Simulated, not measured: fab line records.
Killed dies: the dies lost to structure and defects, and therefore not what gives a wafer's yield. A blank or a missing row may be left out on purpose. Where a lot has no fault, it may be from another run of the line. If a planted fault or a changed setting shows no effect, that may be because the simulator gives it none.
Which tool was responsible? | flow sky130 | Sampling: 12 lots, 36 wafers, 3 of 708 route steps

## WHAT THE GAUGES SHOWED, per wafer
SKY_LDD_HVN_TW_MEAS_10. Usual: LDD_HVN_TW gives 1447 (standard deviation 10).
lot  | measured     | on            | LDD_HVN_TW     | flag
L523 | day 20 12:14 | film_metro-02 | 1452 1450 1447 |
L524 | day 20 23:07 | film_metro-01 | 1442 1441 1438 |
L528 | day 22 22:43 | film_metro-04 | 1447 1442 1457 |
L530 | day 23 05:41 | film_metro-02 | 1515 1517 1523 | OFF
L531 | day 23 13:16 | film_metro-02 | 1514 1524 1530 | OFF
L537 | day 25 08:41 | film_metro-01 | 1421 1427 1432 |
L538 | day 26 01:35 | film_metro-04 | 1453 1447 1448 |
L539 | day 26 09:21 | film_metro-04 | 1448 1451 1455 |
L540 | day 26 15:48 | film_metro-02 | 1445 1451 1450 |
L541 | day 26 20:48 | film_metro-01 | 1438 1436 1422 |
L542 | day 27 13:46 | film_metro-01 | 1438 1432 1440 |
L544 | day 27 16:55 | film_metro-04 | 1450 1450 1449 |

SKY_CONTACT_BOW_MEAS_05. Usual: CONTACT_BOW gives 81 um (standard deviation 6.8).
lot  | measured     | on            | CONTACT_BOW (um) | flag
L523 | day 30 17:07 | film_metro-04 | 78 76 80         |
L524 | day 31 06:19 | film_metro-03 | 73 78 81         |
L528 | day 32 18:36 | film_metro-01 | 77 91 78         |
L530 | day 33 01:24 | film_metro-03 | 85 75 80         |
L531 | day 33 09:19 | film_metro-03 | 79 86 78         |
L537 | day 35 00:28 | film_metro-04 | 74 78 83         |
L538 | day 35 15:56 | film_metro-03 | 98 87 83         |
L539 | day 35 23:10 | film_metro-01 | 74 84 83         |
L540 | day 36 01:48 | film_metro-04 | 87 81 72         |
L541 | day 36 07:34 | film_metro-01 | 76 83 82         |
L542 | day 36 23:20 | film_metro-04 | 78 84 74         |
L544 | day 37 03:19 | film_metro-04 | 81 97 84         |

## EACH LOT AND THE TOOL THAT RAN IT (in order: tool; ch and the chambers of the sampled wafers; start)
lot  | SKY_LDD_HVN_IMPLANT_08
L523 | implanter-02 ch 0, day 20 11:59
L524 | implanter-04 ch 0, day 20 22:52
L528 | implanter-04 ch 0, day 22 22:28
L530 | implanter-02 ch 0, day 23 05:28
L531 | implanter-02 ch 0, day 23 13:01
L537 | implanter-01 ch 0, day 25 08:29
L538 | implanter-01 ch 0, day 26 01:20
L539 | implanter-02 ch 0, day 26 09:06
L540 | implanter-02 ch 0, day 26 15:34
L541 | implanter-02 ch 0, day 26 20:34
L542 | implanter-01 ch 0, day 27 13:33
L544 | implanter-02 ch 0, day 27 16:41
- SKY_LDD_HVN_IMPLANT_08

## WHAT THE TOOLS THEMSELVES READ (means of the sampled wafers that have a number; where no wafer has one, the mark that the record gives instead)
SKY_LDD_HVN_IMPLANT_08. Usual: dose_ions_cm2 3e+13, standard deviation 3.7e+10; faraday_current_uA 169, standard deviation 3.5.
lot  | tool         | dose_ions_cm2 | faraday_current_uA | flag
L523 | implanter-02 | 3e+13         | 168                |
L524 | implanter-04 | 3e+13         | 165                |
L528 | implanter-04 | 3e+13         | 171                |
L530 | implanter-02 | 3e+13         | 195                | OFF
L531 | implanter-02 | 3e+13         | 197                | OFF
L537 | implanter-01 | 3e+13         | 171                |
L538 | implanter-01 | 3e+13         | 169                |
L539 | implanter-02 | 3e+13         | 169                |
L540 | implanter-02 | 3e+13         | 171                |
L541 | implanter-02 | 3e+13         | 170                |
L542 | implanter-01 | 3e+13         | 171                |
L544 | implanter-02 | 3e+13         | 171                |

## THE ANSWER, worked out from the rows above alone
Rule: a lot is off if the mean of its wafers that have a number lies more than 3 standard deviations from the usual mean. A lot without any number at a reading at which 4 lots or more have one is off too. All remaining lots with rows at the step are treated as sound. First the gauges in route order, then the tools' own readings, where a lot's mean is used as printed above. The first step at which some lot is off is used, and at that step the reading that is off furthest; a lot without a number counts as furthest.
Off: L530, L531, at SKY_LDD_HVN_TW_MEAS_10 (LDD_HVN_TW).
If a tool, at a process step before that reading, ran all the lots that are off and no sound lot after the first of them, it fits. The gauges at SKY_LDD_HVN_TW_MEAS_10 aren't tried: what is off there is off at SKY_LDD_HVN_IMPLANT_08 too, on other tools, and a gauge's error can't cause that. None of those tried fits.

## WHAT THE SIMULATOR HAD INSERTED
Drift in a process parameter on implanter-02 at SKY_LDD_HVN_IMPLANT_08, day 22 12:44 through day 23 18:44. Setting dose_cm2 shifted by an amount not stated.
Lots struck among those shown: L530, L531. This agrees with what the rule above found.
